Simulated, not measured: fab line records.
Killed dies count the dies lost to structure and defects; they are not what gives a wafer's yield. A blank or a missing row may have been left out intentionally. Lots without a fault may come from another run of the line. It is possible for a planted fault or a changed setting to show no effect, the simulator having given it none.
A sampling plan put to the test + flow gf180mcu + one fab line, 58 faults that these records tell of, each judged on the records of the lots that it struck; 1 more is left out, because the records don't allow judging it
What counts as the plan is the set of the line's own looks, namely the steps on the route at which a gauge or an inspection reads a wafer and does not change it. A look can be judged if struck wafers have a number there and the file gives its usual mean and standard deviation on fault-free wafers. Caught: a look later than the fault's first step finds the struck wafers' mean 4 or more of those standard deviations (sigma) from the usual mean. On the tool: here the same test is run on the tool's own readings at the fault's steps. A different recipe on the struck wafers counts as caught too, as does a record blank only for those wafers.

## THE FAULTS, as the simulator had put them in
1. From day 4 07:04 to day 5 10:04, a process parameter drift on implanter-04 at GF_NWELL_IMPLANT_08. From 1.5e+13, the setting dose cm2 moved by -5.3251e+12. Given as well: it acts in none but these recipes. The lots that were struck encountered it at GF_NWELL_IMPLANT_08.
2. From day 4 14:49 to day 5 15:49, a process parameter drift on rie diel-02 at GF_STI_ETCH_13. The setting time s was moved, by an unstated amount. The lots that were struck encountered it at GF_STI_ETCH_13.
3. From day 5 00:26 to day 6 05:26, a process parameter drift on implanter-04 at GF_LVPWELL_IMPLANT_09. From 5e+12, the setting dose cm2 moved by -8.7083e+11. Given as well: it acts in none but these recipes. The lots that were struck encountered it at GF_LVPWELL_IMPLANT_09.
4. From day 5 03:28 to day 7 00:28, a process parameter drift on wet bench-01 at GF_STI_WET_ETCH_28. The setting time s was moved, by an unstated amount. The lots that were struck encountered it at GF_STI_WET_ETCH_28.
5. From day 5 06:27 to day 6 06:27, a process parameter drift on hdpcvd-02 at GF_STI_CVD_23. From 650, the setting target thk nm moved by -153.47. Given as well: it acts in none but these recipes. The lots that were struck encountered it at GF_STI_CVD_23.
6. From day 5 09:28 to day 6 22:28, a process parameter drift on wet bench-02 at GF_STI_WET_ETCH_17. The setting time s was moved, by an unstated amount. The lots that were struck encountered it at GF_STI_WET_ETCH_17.
7. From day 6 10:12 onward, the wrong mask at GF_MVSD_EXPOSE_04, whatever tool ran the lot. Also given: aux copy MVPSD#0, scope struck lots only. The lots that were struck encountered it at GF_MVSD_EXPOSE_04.
8. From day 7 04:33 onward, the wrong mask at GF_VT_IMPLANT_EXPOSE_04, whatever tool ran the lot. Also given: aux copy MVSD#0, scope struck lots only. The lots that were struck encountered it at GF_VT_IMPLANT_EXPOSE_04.
9. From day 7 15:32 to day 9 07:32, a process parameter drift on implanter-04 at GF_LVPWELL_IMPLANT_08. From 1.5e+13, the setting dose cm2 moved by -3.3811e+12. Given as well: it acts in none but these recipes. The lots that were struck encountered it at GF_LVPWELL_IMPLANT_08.
10. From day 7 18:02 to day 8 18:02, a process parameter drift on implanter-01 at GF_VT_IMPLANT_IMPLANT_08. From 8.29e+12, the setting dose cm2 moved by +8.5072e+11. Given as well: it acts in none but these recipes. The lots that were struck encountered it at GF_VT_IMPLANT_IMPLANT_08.
11. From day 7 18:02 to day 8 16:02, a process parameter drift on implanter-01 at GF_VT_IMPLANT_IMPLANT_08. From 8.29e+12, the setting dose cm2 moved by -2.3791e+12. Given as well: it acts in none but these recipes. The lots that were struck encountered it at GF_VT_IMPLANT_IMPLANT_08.
12. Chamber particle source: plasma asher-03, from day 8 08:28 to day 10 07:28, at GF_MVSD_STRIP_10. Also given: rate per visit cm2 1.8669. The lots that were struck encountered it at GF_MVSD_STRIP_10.
13. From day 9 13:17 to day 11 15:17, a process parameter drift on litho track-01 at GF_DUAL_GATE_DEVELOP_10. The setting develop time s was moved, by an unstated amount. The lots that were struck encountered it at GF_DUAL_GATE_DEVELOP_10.
14. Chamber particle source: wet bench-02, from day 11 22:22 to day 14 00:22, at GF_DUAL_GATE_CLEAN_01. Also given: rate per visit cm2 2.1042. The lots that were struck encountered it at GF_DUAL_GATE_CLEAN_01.
15. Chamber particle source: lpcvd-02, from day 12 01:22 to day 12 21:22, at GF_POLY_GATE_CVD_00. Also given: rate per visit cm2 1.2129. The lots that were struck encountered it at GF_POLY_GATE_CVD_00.
16. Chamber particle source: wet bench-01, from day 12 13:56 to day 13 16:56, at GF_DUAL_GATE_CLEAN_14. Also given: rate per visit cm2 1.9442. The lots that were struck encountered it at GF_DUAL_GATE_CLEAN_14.
17. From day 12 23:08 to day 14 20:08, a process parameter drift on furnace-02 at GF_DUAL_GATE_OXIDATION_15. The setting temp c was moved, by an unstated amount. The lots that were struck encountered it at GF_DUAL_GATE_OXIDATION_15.
18. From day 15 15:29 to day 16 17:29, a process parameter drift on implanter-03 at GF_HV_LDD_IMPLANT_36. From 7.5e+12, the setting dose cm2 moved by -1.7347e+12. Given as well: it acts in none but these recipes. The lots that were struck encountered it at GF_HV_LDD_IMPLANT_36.
19. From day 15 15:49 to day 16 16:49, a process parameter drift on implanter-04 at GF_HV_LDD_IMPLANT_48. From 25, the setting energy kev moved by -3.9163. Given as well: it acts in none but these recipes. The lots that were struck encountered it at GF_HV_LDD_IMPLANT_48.
20. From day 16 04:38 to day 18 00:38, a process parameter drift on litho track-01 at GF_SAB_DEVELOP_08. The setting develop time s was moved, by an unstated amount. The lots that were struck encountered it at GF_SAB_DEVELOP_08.
21. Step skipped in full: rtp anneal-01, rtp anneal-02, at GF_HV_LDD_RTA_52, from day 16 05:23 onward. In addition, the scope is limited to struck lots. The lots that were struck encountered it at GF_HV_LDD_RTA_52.
22. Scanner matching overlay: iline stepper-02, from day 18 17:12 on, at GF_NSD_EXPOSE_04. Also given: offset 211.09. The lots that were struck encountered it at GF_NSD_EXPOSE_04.
23. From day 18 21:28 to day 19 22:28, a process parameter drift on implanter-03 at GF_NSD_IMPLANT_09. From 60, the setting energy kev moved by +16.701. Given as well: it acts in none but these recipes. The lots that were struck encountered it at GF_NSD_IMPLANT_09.
24. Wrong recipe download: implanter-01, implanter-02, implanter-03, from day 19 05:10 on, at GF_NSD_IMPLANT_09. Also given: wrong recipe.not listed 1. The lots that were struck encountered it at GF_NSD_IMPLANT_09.
25. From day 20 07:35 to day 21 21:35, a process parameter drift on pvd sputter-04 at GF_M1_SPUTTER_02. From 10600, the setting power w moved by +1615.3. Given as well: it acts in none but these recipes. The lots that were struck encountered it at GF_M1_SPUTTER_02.
26. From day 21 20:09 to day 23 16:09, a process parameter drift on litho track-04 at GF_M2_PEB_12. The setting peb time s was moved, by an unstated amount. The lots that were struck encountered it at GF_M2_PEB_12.
27. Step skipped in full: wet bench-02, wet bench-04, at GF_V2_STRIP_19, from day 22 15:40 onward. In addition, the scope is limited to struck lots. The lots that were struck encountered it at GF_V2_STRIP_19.
28. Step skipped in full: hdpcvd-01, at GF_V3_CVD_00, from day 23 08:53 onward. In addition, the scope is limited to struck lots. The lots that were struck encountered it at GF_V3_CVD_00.
29. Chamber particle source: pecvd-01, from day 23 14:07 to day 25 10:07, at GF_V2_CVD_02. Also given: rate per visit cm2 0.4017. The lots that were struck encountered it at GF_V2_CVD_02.
30. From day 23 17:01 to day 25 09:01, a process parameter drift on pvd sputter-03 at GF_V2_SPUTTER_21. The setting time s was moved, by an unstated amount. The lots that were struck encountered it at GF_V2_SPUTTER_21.
31. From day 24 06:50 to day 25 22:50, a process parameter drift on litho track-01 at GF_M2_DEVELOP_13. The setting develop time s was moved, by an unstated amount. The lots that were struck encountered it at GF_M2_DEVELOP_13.
32. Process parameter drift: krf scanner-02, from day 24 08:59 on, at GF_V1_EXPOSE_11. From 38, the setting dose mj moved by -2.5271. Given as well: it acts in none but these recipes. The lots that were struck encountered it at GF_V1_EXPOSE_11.
33. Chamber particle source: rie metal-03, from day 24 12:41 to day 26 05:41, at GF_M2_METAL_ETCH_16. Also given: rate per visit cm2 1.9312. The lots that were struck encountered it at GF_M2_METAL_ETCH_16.
34. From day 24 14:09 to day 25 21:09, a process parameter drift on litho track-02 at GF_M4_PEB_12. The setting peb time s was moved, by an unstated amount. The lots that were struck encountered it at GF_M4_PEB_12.
35. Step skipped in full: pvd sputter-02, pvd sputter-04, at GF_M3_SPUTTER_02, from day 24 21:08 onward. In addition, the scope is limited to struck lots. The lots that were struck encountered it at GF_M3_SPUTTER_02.
36. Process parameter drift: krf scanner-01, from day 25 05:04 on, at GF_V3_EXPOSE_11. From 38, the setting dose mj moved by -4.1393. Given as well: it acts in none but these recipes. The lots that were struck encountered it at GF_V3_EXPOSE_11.
37. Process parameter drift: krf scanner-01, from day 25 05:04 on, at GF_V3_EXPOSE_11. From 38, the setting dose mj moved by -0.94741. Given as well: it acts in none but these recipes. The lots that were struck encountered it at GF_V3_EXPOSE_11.
38. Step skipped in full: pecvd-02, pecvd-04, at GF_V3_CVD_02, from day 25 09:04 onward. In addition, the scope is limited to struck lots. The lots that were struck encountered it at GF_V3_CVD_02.
39. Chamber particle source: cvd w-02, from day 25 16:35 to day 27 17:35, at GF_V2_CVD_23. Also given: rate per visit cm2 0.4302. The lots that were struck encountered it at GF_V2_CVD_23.
40. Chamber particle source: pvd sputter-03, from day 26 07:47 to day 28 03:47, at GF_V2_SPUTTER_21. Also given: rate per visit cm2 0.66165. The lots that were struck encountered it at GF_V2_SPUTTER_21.
41. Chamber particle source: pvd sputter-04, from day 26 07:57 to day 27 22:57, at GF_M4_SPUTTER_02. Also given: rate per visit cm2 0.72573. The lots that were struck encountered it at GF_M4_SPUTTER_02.
42. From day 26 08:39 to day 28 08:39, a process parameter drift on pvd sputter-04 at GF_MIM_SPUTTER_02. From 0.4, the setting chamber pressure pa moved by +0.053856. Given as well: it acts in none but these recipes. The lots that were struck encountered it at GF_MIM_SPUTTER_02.
43. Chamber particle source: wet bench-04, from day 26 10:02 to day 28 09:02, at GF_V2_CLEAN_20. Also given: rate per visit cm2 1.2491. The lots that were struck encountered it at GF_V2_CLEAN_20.
44. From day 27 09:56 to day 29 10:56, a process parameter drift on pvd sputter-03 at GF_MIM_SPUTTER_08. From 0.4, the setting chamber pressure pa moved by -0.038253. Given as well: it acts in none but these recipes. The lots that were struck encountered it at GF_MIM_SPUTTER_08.
45. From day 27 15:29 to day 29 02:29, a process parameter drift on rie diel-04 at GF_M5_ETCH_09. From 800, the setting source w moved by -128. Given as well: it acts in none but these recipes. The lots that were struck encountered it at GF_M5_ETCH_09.
46. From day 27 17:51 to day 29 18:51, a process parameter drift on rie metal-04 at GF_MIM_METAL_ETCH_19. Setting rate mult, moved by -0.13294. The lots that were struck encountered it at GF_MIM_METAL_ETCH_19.
47. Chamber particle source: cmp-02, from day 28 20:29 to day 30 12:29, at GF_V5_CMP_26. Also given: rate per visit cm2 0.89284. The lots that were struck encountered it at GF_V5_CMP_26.
48. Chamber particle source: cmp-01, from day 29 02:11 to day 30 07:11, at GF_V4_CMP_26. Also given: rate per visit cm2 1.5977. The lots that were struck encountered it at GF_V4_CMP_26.
49. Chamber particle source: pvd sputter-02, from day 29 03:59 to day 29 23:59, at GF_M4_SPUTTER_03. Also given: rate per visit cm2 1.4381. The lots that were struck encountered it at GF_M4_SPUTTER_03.
50. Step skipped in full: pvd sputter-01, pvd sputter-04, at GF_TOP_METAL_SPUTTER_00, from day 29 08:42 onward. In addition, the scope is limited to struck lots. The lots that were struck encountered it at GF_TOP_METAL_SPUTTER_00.
51. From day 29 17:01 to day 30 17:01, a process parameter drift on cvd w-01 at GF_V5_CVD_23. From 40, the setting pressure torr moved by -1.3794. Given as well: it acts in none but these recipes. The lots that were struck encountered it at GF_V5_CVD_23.
52. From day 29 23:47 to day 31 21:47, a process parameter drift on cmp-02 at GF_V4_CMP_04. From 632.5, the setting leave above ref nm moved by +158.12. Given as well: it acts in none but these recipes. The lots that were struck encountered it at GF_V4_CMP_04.
53. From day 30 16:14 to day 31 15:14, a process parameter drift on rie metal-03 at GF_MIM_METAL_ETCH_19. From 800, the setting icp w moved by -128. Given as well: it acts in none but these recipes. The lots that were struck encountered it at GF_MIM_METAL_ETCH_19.
54. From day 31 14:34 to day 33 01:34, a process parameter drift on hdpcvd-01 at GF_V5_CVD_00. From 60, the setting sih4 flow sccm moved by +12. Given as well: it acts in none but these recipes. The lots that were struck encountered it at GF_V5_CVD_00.
55. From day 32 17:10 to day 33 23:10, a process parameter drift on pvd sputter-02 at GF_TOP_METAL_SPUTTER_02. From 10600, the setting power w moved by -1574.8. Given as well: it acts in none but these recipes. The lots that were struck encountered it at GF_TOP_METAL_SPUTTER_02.
56. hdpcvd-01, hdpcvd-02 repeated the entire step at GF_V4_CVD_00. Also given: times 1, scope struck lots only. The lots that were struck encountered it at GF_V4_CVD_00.
57. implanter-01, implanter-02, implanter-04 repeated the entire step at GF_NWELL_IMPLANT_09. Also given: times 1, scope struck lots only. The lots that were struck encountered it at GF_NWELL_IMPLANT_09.
58. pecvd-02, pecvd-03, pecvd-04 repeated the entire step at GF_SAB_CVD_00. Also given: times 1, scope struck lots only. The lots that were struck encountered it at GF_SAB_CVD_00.

## WHAT THE PLAN SAW
| fault | on the tool itself                               | first look that catches it                      | reading, sigma                                             | median hours from its first step to that look | hours from the fault's start to the first struck lot there | judged looks passed uncaught |
|-------|--------------------------------------------------|-------------------------------------------------|------------------------------------------------------------|-----------------------------------------------|------------------------------------------------------------|------------------------------|
| 1     | dose ions cm2 -99 or beyond sigma                | GF_NWELL_TW_MEAS_11                             | NWELL_TW -9.0                                              | 0.4                                           | 3                                                          | 0                            |
| 2     | run length s -99 or beyond sigma                 | no look after it can be judged                  | -                                                          | -                                             | -                                                          | 0                            |
| 3     | dose ions cm2 -99 or beyond sigma                | GF_VT_IMPLANT_RS_MEAS_48                        | LVPWELL_RS +11                                             | 97.0                                          | 112                                                        | 1                            |
| 4     | run length s -8.8 sigma                          | none of the 4 looks that can be judged after it | -                                                          | -                                             | -                                                          | 4                            |
| 5     | under 2 sigma                                    | GF_STI_THK_MEAS_24                              | STI_CVD_23_THK -20                                         | 0.1                                           | 2                                                          | 0                            |
| 6     | run length s +99 or beyond sigma                 | none of the 2 looks that can be judged after it | -                                                          | -                                             | -                                                          | 2                            |
| 7     | under 2 sigma                                    | GF_MVSD_TW_MEAS_11                              | MVSD_TW -99 or beyond                                      | 7.7                                           | 12                                                         | 0                            |
| 8     | no reading that can be judged                    | GF_VT_IMPLANT_TW_MEAS_10                        | VT_IMPLANT_TW -81                                          | 7.9                                           | 11                                                         | 0                            |
| 9     | dose ions cm2 -99 or beyond sigma                | GF_LVPWELL_TW_MEAS_11                           | LVPWELL_TW -5.2                                            | 0.4                                           | 5                                                          | 0                            |
| 10    | dose ions cm2 +86 sigma                          | not the one look that can be judged after it    | strongest: VT_IMPLANT_TW at GF_VT_IMPLANT_TW_MEAS_10, +2.6 | -                                             | -                                                          | 1                            |
| 11    | dose ions cm2 -99 or beyond sigma                | GF_VT_IMPLANT_TW_MEAS_10                        | VT_IMPLANT_TW -8.5                                         | 0.2                                           | 3                                                          | 0                            |
| 12    | under 2 sigma                                    | none of the 2 looks that can be judged after it | -                                                          | -                                             | -                                                          | 2                            |
| 13    | under 2 sigma                                    | no look after it can be judged                  | -                                                          | -                                             | -                                                          | 0                            |
| 14    | no reading that can be judged                    | none of the 2 looks that can be judged after it | -                                                          | -                                             | -                                                          | 2                            |
| 15    | under 2 sigma                                    | no look after it can be judged                  | -                                                          | -                                             | -                                                          | 0                            |
| 16    | no reading that can be judged                    | not the one look that can be judged after it    | -                                                          | -                                             | -                                                          | 1                            |
| 17    | tube center temp C +55 sigma                     | no look after it can be judged                  | -                                                          | -                                             | -                                                          | 0                            |
| 18    | dose ions cm2 -99 or beyond sigma                | GF_HV_LDD_RS_MEAS_53                            | HV_LDD_RS +5.3                                             | 22.7                                          | 29                                                         | 0                            |
| 19    | beam energy keV -99 or beyond sigma              | not the one look that can be judged after it    | strongest: HV_LDD_4_TW at GF_HV_LDD_TW_MEAS_50, -3.8       | -                                             | -                                                          | 1                            |
| 20    | no reading that can be judged                    | none of the 2 looks that can be judged after it | strongest: cd nm at GF_SAB_CD_MEAS_09, +2.7                | -                                             | -                                                          | 2                            |
| 21    | the tool's record is blank for the struck wafers | no look after it can be judged                  | -                                                          | -                                             | -                                                          | 0                            |
| 22    | no reading that can be judged                    | GF_NSD_OVL_MEAS_08                              | NSD_OVL +99 or beyond                                      | 12.1                                          | 19                                                         | 0                            |
| 23    | beam energy keV +99 or beyond sigma              | GF_NSD_TW_MEAS_12                               | NSD_TW +5.3                                                | 0.4                                           | 1                                                          | 0                            |
| 24    | under 2 sigma                                    | none of the 2 looks that can be judged after it | -                                                          | -                                             | -                                                          | 2                            |
| 25    | cathode dc power W +99 or beyond sigma           | GF_M1_RS_MEAS_05                                | M1_ALCU_RS -11                                             | 0.1                                           | 18                                                         | 0                            |
| 26    | under 2 sigma                                    | GF_M2_CD_MEAS_14                                | cd nm -4.9                                                 | 0.4                                           | 21                                                         | 0                            |
| 27    | the tool's record is blank for the struck wafers | no look after it can be judged                  | -                                                          | -                                             | -                                                          | 0                            |
| 28    | the tool's record is blank for the struck wafers | not the one look that can be judged after it    | strongest: V3_BOW at GF_V3_BOW_MEAS_05, -3.9               | -                                             | -                                                          | 1                            |
| 29    | under 2 sigma                                    | no look after it can be judged                  | -                                                          | -                                             | -                                                          | 0                            |
| 30    | under 2 sigma                                    | no look after it can be judged                  | -                                                          | -                                             | -                                                          | 0                            |
| 31    | under 2 sigma                                    | GF_M2_CD_MEAS_14                                | cd nm +4.4                                                 | 0.1                                           | 17                                                         | 0                            |
| 32    | exposure dose mJ cm2 -60 sigma                   | GF_V1_CD_MEAS_14                                | cd nm -6.9                                                 | 10.4                                          | 18                                                         | 0                            |
| 33    | under 2 sigma                                    | not the one look that can be judged after it    | -                                                          | -                                             | -                                                          | 1                            |
| 34    | heater power total W +99 or beyond sigma         | GF_M4_CD_MEAS_14                                | cd nm +25                                                  | 0.3                                           | 11                                                         | 0                            |
| 35    | the tool's record is blank for the struck wafers | GF_M3_RS_MEAS_05                                | M3_ALCU_RS +99 or beyond                                   | 0.1                                           | 5                                                          | 0                            |
| 36    | exposure dose mJ cm2 -99 or beyond sigma         | GF_V3_CD_MEAS_14                                | cd nm -16                                                  | 9.9                                           | 29                                                         | 0                            |
| 37    | exposure dose mJ cm2 -27 sigma                   | none of the 2 looks that can be judged after it | strongest: cd nm at GF_V3_CD_MEAS_14, -3.9                 | -                                             | -                                                          | 2                            |
| 38    | the tool's record is blank for the struck wafers | no look after it can be judged                  | -                                                          | -                                             | -                                                          | 0                            |
| 39    | under 2 sigma                                    | not the one look that can be judged after it    | -                                                          | -                                             | -                                                          | 1                            |
| 40    | under 2 sigma                                    | not the one look that can be judged after it    | -                                                          | -                                             | -                                                          | 1                            |
| 41    | under 2 sigma                                    | not the one look that can be judged after it    | -                                                          | -                                             | -                                                          | 1                            |
| 42    | chamber pressure pa +66 sigma                    | no look after it can be judged                  | -                                                          | -                                             | -                                                          | 0                            |
| 43    | no reading that can be judged                    | no look after it can be judged                  | -                                                          | -                                             | -                                                          | 0                            |
| 44    | chamber pressure pa -46 sigma                    | no look after it can be judged                  | -                                                          | -                                             | -                                                          | 0                            |
| 45    | rf fwd power W -29 sigma                         | no look after it can be judged                  | -                                                          | -                                             | -                                                          | 0                            |
| 46    | only faintly: oes product au -3.2 sigma          | no look after it can be judged                  | -                                                          | -                                             | -                                                          | 0                            |
| 47    | under 2 sigma                                    | not the one look that can be judged after it    | -                                                          | -                                             | -                                                          | 1                            |
| 48    | under 2 sigma                                    | no look after it can be judged                  | -                                                          | -                                             | -                                                          | 0                            |
| 49    | under 2 sigma                                    | not the one look that can be judged after it    | -                                                          | -                                             | -                                                          | 1                            |
| 50    | the tool's record is blank for the struck wafers | no look after it can be judged                  | -                                                          | -                                             | -                                                          | 0                            |
| 51    | chamber pressure Torr -16 sigma                  | not the one look that can be judged after it    | -                                                          | -                                             | -                                                          | 1                            |
| 52    | time to endpoint s -11 sigma                     | no look after it can be judged                  | -                                                          | -                                             | -                                                          | 0                            |
| 53    | rf fwd power W -35 sigma                         | no look after it can be judged                  | -                                                          | -                                             | -                                                          | 0                            |
| 54    | sih4 flow sccm +62 sigma                         | GF_V5_THK_MEAS_01                               | V5_CVD_00_THK +16                                          | 0.1                                           | 12                                                         | 0                            |
| 55    | cathode dc power W -99 or beyond sigma           | GF_TOP_METAL_RS_MEAS_05                         | TOP_METAL_ALCU_RS +19                                      | 0.1                                           | 4                                                          | 0                            |
| 56    | no reading that can be judged                    | GF_V4_THK_MEAS_01                               | V4_CVD_00_THK +86                                          | 0.4                                           | -                                                          | 0                            |
| 57    | under 2 sigma                                    | GF_VT_IMPLANT_RS_MEAS_47                        | NWELL_RS -38                                               | 114.7                                         | -                                                          | 2                            |
| 58    | under 2 sigma                                    | GF_SAB_THK_MEAS_01                              | SAB_CVD_00_THK +78                                         | 0.2                                           | -                                                          | 0                            |
Dash: fault not caught, or number not given in these records.

Caught at a look: 22 of 58. Caught on the tool: 31 of 58. By one or the other: 40 of 58.
Faults caught by the tool alone: 2, 4, 6, 10, 17, 19, 21, 27, 28, 37, 38, 42, 44, 45, 50, 51, 52, 53.
Caught at a look alone: faults 5, 7, 8, 22, 26, 31, 56, 57, 58.
Caught by neither: faults 12, 13, 14, 15, 16, 20, 24, 29, 30, 33, 39, 40, 41, 43, 46, 47, 48, 49.

## THINNER SAMPLING
If the look that catches a fault measured only every second or every third lot, by lot number, the first struck lot would be measured this late in the worst case:
| fault | struck lots at that look, in order of time | every lot | every second lot | every third lot |
|-------|--------------------------------------------|-----------|------------------|-----------------|
| 1     | L125, L129                                 | 3 h       | may miss all 2   | may miss all 2  |
| 3     | L647, L648                                 | 112 h     | 120 h            | may miss all 2  |
| 5     | L535, L536, L537                           | 2 h       | 7 h              | 14 h            |
| 7     | L862                                       | 12 h      | may miss it      | may miss it     |
| 8     | L244                                       | 11 h      | may miss it      | may miss it     |
| 9     | L776, L778                                 | 5 h       | may miss all 2   | may miss all 2  |
| 11    | L197, L198                                 | 3 h       | 12 h             | may miss all 2  |
| 18    | L556, L557                                 | 29 h      | 36 h             | may miss all 2  |
| 22    | L266, L268                                 | 19 h      | may miss all 2   | may miss all 2  |
| 23    | L676, L677                                 | 1 h       | 15 h             | may miss all 2  |
| 25    | L266, L268                                 | 18 h      | may miss all 2   | may miss all 2  |
| 26    | L491, L492                                 | 21 h      | 33 h             | may miss all 2  |
| 31    | L193, L194                                 | 17 h      | 34 h             | may miss all 2  |
| 32    | L704, L705, L707                           | 18 h      | 21 h             | may miss all 3  |
| 34    | L249, L251                                 | 11 h      | may miss all 2   | may miss all 2  |
| 35    | L288, L289                                 | 5 h       | 13 h             | may miss all 2  |
| 36    | L662, L663                                 | 29 h      | 30 h             | may miss all 2  |
| 54    | L523, L526                                 | 12 h      | 24 h             | may miss all 2  |
| 55    | L904, L906                                 | 4 h       | may miss all 2   | may miss all 2  |
Hours: fault start to first struck lot measured. The limit of 4 sigma was tested on all struck wafers together, so one lot alone may lie under it. Other struck lots may not be in these records.

## THE LONGEST TIMED WAY FROM STEP TO LOOK
Fault 57: median gap of 114.7 hours between GF_NWELL_IMPLANT_09 and GF_VT_IMPLANT_RS_MEAS_47. The looks between them that can be judged stayed within 4 sigma: GF_NWELL_TW_MEAS_11, GF_VT_IMPLANT_OVL_MEAS_40.
